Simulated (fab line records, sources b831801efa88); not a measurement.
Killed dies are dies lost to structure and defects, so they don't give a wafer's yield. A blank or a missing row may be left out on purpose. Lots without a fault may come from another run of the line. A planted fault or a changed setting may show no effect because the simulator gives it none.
Which tool did it? | flow gf180mcu | 13 lots, 39 wafers sampled, at 5 steps of a route of 602

WHAT THE GAUGES READ, wafer by wafer
GF_HV_LDD_OVL_MEAS_08. Usual: HV_LDD_OVL 0.0 nm, standard deviation 1.5.
lot  | measured     | on         | HV_LDD_OVL (nm) | flag
L640 | day 10 01:59 | overlay-02 | -0.1 0.5 -0.5   |
L641 | day 10 06:23 | overlay-02 | -1.8 -0.4 -2.7  |
L642 | day 10 10:11 | overlay-02 | 0.3 -0.7 -0.9   |
L644 | day 11 02:02 | overlay-01 | 0.8 1.2 0.1     |
L645 | day 11 13:18 | overlay-01 | 2.6 1.8 1.3     |
L654 | day 14 11:11 | overlay-02 | 1.0 1.9 -1.0    |
L656 | day 14 22:43 | overlay-01 | -1.4 1.5 -0.7   |
L657 | day 15 04:55 | overlay-01 | -1.2 -0.4 -1.2  |
L658 | day 15 13:35 | overlay-01 | 0.6 1.5 0.6     |
L659 | day 15 22:08 | overlay-02 | -0.7 0.7 -2.1   |
L661 | day 16 15:05 | overlay-02 | 0.0 0.0 -3.1    |
L662 | day 17 06:44 | overlay-01 | -0.9 -0.2 -1.4  |
L663 | day 17 09:08 | overlay-02 | -2.6 -4.1 -1.5  |

GF_HV_LDD_TW_MEAS_23. Usual: HV_LDD_2_TW 1055, standard deviation 12.
lot  | measured     | on            | HV_LDD_2_TW    | flag
L640 | day 10 20:50 | film_metro-04 | 1054 1061 1066 |
L641 | day 11 01:22 | film_metro-01 | 1064 1066 1064 |
L642 | day 11 05:29 | film_metro-04 | 1050 1056 1050 |
L644 | day 11 21:01 | film_metro-03 | 1040 1040 1035 |
L645 | day 12 07:59 | film_metro-03 | 1044 1043 1035 |
L654 | day 15 08:52 | film_metro-03 | 1042 1046 1042 |
L656 | day 15 20:34 | film_metro-03 | 1043 1042 1047 |
L657 | day 16 03:17 | film_metro-04 | 1069 1055 1062 |
L658 | day 16 12:10 | film_metro-01 | 1065 1070 1061 |
L659 | day 16 21:07 | film_metro-04 | 1070 1062 1061 |
L661 | day 17 13:37 | film_metro-03 | 1036 1043 1035 |
L662 | day 18 07:01 | film_metro-04 | 1057 1052 1051 |
L663 | day 18 09:01 | film_metro-03 | 1044 1044 1046 |

GF_HV_LDD_THK_MEAS_55. Usual: HV_LDD_CVD_54_THK 9.94 nm, standard deviation 0.15.
lot  | measured     | on            | HV_LDD_CVD_54_THK (nm) | flag
L640 | day 12 12:34 | film_metro-04 | 9.67 9.55 9.49         |
L641 | day 12 18:02 | film_metro-01 | 9.89 9.86 9.90         |
L642 | day 12 21:00 | film_metro-01 | 9.92 9.94 9.78         |
L644 | day 13 13:47 | film_metro-01 | 9.99 10.20 9.94        |
L645 | day 14 02:04 | film_metro-01 | 5.06 5.01 4.96         | OFF
L654 | day 17 08:08 | film_metro-01 | 9.93 10.00 10.00       |
L656 | day 17 20:29 | film_metro-04 | 10.10 9.98 10.01       |
L657 | day 18 02:40 | film_metro-01 | 10.07 9.94 9.95        |
L658 | day 18 12:41 | film_metro-04 | 9.86 9.83 9.99         |
L659 | day 18 22:11 | film_metro-01 | 9.98 10.06 9.95        |
L661 | day 19 15:53 | film_metro-03 | 9.87 9.83 9.85         |
L662 | day 20 08:53 | film_metro-04 | 9.98 10.03 9.84        |
L663 | day 20 10:25 | film_metro-03 | 10.01 9.93 9.96        |

GF_NSD_CD_MEAS_07: target cd 400 nm. Usual: cd_nm 399.8 nm, standard deviation 2.6.
lot  | measured     | on        | cd_nm (nm)        | flag
L640 | day 13 09:53 | cd_sem-02 | 400.7 400.8 398.8 |
L641 | day 13 15:16 | cd_sem-01 | 397.2 395.5 397.4 |
L642 | day 13 17:59 | cd_sem-01 | 399.7 400.5 399.5 |
L644 | day 14 11:04 | cd_sem-01 | 398.0 399.6 401.5 |
L645 | day 15 00:34 | cd_sem-01 | 397.4 397.5 397.9 |
L654 | day 18 09:10 | cd_sem-02 | 401.1 401.2 402.0 |
L656 | day 18 21:33 | cd_sem-01 | 406.2 406.4 404.4 |
L657 | day 19 04:22 | cd_sem-02 | 399.3 397.6 398.9 |
L658 | day 19 14:36 | cd_sem-01 | 401.4 397.6 400.5 |
L659 | day 19 23:53 | cd_sem-02 | 397.9 399.8 396.9 |
L661 | day 20 17:21 | cd_sem-02 | 396.4 398.4 398.3 |
L662 | day 21 11:58 | cd_sem-02 | 400.3 400.5 400.0 |
L663 | day 21 13:29 | cd_sem-02 | 400.9 398.5 400.5 |

WHICH TOOL RAN EACH LOT (tool, then ch and the chambers of the sampled wafers, then the start)
lot  | GF_HV_LDD_CVD_54
L640 | lpcvd-01 ch 1, day 12 11:31
L641 | lpcvd-01 ch 1, day 12 17:01
L642 | lpcvd-02 ch 1, day 12 19:58
L644 | lpcvd-02 ch 1, day 13 12:46
L645 | lpcvd-02 ch 1, day 14 01:01
L654 | lpcvd-02 ch 1, day 17 07:06
L656 | lpcvd-01 ch 1, day 17 19:28
L657 | lpcvd-02 ch 0, day 18 01:38
L658 | lpcvd-02 ch 1, day 18 11:10
L659 | lpcvd-02 ch 1, day 18 21:09
L661 | lpcvd-02 ch 1, day 19 14:22
L662 | lpcvd-01 ch 1, day 20 07:21
L663 | lpcvd-01 ch 0, day 20 08:53
- GF_HV_LDD_CVD_54: deposits SiO2 from TEOS, target thk 10 nm, time 75 s.

WHAT THE TOOLS THEMSELVES READ (means of the sampled wafers that have a number; where no wafer has one, the mark that the record gives instead)
GF_HV_LDD_CVD_54. Usual: spike_tc_bottom_C 701.2 C, standard deviation 1.4; spike_tc_centre_C 681.6 C, standard deviation 1.2; spike_tc_lower_C 680.2 C, standard deviation 1.9; spike_tc_top_C 698.7 C, standard deviation 1.6; spike_tc_upper_C 679.6 C, standard deviation 1.2; susceptor_temp_C 680.0 C, standard deviation 0.31; zone_power_centre_pct 11.4 %, standard deviation 0.35; zone_power_lower_pct 9.9 %, standard deviation 0.59.
lot  | tool     | spike_tc_bottom_C (C) | spike_tc_centre_C (C) | spike_tc_lower_C (C) | spike_tc_top_C (C) | spike_tc_upper_C (C) | susceptor_temp_C (C) | zone_power_centre_pct (%) | zone_power_lower_pct (%) | flag
L640 | lpcvd-01 | 699.5                 | 681.2                 | 683.0                | 698.3              | 680.5                | 680.3                | 11.7                      | 10.4                     |
L641 | lpcvd-01 | 699.2                 | 681.3                 | 681.3                | 698.5              | 679.9                | 680.3                | 11.6                      | 10.2                     |
L642 | lpcvd-02 | 702.2                 | 682.1                 | 678.1                | 698.9              | 678.9                | 680.2                | 11.1                      | 9.3                      |
L644 | lpcvd-02 | 701.1                 | 683.4                 | 678.7                | 699.4              | 679.5                | 679.8                | 11.2                      | 9.3                      |
L645 | lpcvd-02 | 674.5                 | 654.1                 | 650.7                | 673.3              | 652.7                | 652.5                | 10.3                      | 8.7                      | OFF
L654 | lpcvd-02 | 703.3                 | 682.8                 | 678.4                | 700.4              | 679.1                | 679.5                | 11.1                      | 9.2                      |
L656 | lpcvd-01 | 700.4                 | 681.2                 | 681.4                | 697.7              | 681.1                | 679.9                | 11.7                      | 10.2                     |
L657 | lpcvd-02 | 702.9                 | 679.5                 | 680.2                | 699.3              | 678.4                | 679.6                | 11.7                      | 11.1                     |
L658 | lpcvd-02 | 701.4                 | 683.0                 | 679.0                | 699.9              | 678.2                | 680.1                | 11.0                      | 9.3                      |
L659 | lpcvd-02 | 702.3                 | 682.2                 | 678.8                | 700.1              | 678.5                | 679.7                | 11.1                      | 9.2                      |
L661 | lpcvd-02 | 702.1                 | 682.5                 | 679.3                | 699.5              | 678.0                | 679.9                | 11.2                      | 9.4                      |
L662 | lpcvd-01 | 699.5                 | 681.3                 | 683.0                | 697.7              | 681.0                | 680.3                | 11.9                      | 10.2                     |
L663 | lpcvd-01 | 701.2                 | 682.2                 | 679.5                | 696.5              | 679.3                | 680.1                | 11.0                      | 10.1                     |

THE ANSWER, worked out from the rows above alone
Rule: a lot is off if the mean of its wafers that have a number lies more than 3 standard deviations from the usual mean. A lot without any number at a reading at which 4 lots or more have one is off too. The other lots that the step has rows for count as sound. The gauges are gone through in route order, then the tools' own readings, and for those a lot's mean is taken as printed above. The first step at which some lot is off is used, and at that step the reading that is off furthest; a lot without a number counts as furthest.
Off: L645, at GF_HV_LDD_THK_MEAS_55 (HV_LDD_CVD_54_THK).
A tool fits if, at a process step before that reading, it ran every lot that is off, and no sound lot after the first of them. The gauges at GF_HV_LDD_THK_MEAS_55 aren't tried: what is off there is off at GF_HV_LDD_CVD_54 too, on other tools, and a gauge's error can't cause that. None of those tried fits.

WHAT THE SIMULATOR HAD PUT IN
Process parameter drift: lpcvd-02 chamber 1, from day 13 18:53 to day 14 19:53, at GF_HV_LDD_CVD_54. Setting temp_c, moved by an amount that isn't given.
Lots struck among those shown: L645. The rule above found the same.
